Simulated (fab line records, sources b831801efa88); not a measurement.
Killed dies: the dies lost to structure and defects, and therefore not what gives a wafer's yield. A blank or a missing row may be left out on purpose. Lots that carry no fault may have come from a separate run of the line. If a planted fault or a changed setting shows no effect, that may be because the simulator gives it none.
Which tool is to blame? || flow gf180mcu || 21 wafers from 7 lots sampled at 2 of the route's 602 steps

WHAT THE GAUGES SHOWED, per wafer
GF_M4_CD_MEAS_14 targets a cd of 280 nm.
{"lot": "L845", "measured": "day 23 08:08", "on": "cd_sem-02", "cd_nm (nm)": "279.3 279.2 279.5"}
{"lot": "L850", "measured": "day 25 08:45", "on": "cd_sem-02", "cd_nm (nm)": "282.6 283.1 282.1"}
{"lot": "L852", "measured": "day 26 16:34", "on": "cd_sem-01", "cd_nm (nm)": "279.0 277.5 278.0"}
{"lot": "L854", "measured": "day 27 03:41", "on": "cd_sem-01", "cd_nm (nm)": "280.0 281.5 280.0"}
{"lot": "L856", "measured": "day 27 20:43", "on": "cd_sem-02", "cd_nm (nm)": "281.2 280.9 281.3"}
{"lot": "L863", "measured": "day 29 19:37", "on": "cd_sem-01", "cd_nm (nm)": "280.8 281.1 282.1"}
{"lot": "L866", "measured": "day 30 07:41", "on": "cd_sem-02", "cd_nm (nm)": "281.8 282.6 282.9"}

EACH LOT AND THE TOOL THAT RAN IT (in order: tool; ch and the chambers of the sampled wafers; start)
{"lot": "L845", "GF_M4_SPUTTER_01": "pvd_sputter-01, day 22 09:47"}
{"lot": "L850", "GF_M4_SPUTTER_01": "pvd_sputter-01, day 24 11:04"}
{"lot": "L852", "GF_M4_SPUTTER_01": "pvd_sputter-01, day 25 20:14"}
{"lot": "L854", "GF_M4_SPUTTER_01": "pvd_sputter-04, day 26 07:23"}
{"lot": "L856", "GF_M4_SPUTTER_01": "pvd_sputter-04, day 27 00:25"}
{"lot": "L863", "GF_M4_SPUTTER_01": "pvd_sputter-03, day 29 01:03"}
{"lot": "L866", "GF_M4_SPUTTER_01": "pvd_sputter-04, day 29 12:46"}
- GF_M4_SPUTTER_01: material TiN, target thk 30 nm, time 25 s.

THE ANSWER, worked out from the rows above alone
Rule: usual is defined by the lots themselves. The widest of any qualifying gaps counts: lots, ordered by their means at a reading, are off when they make up no more than a third of the lots, leave a main group of 4 or more, and stand apart from it by 3 or more times the standard deviation of that group's means. A main group whose means are all the same, to the digits that the tables above print for the reading, isn't used. Also off: a lot with no number at a reading for which 4 or more lots have one. Where the step has rows for the other lots, those lots are counted as sound.
Nothing can be told from this: no lot is off at any reading shown.

WHAT THE SIMULATOR HAD INSERTED
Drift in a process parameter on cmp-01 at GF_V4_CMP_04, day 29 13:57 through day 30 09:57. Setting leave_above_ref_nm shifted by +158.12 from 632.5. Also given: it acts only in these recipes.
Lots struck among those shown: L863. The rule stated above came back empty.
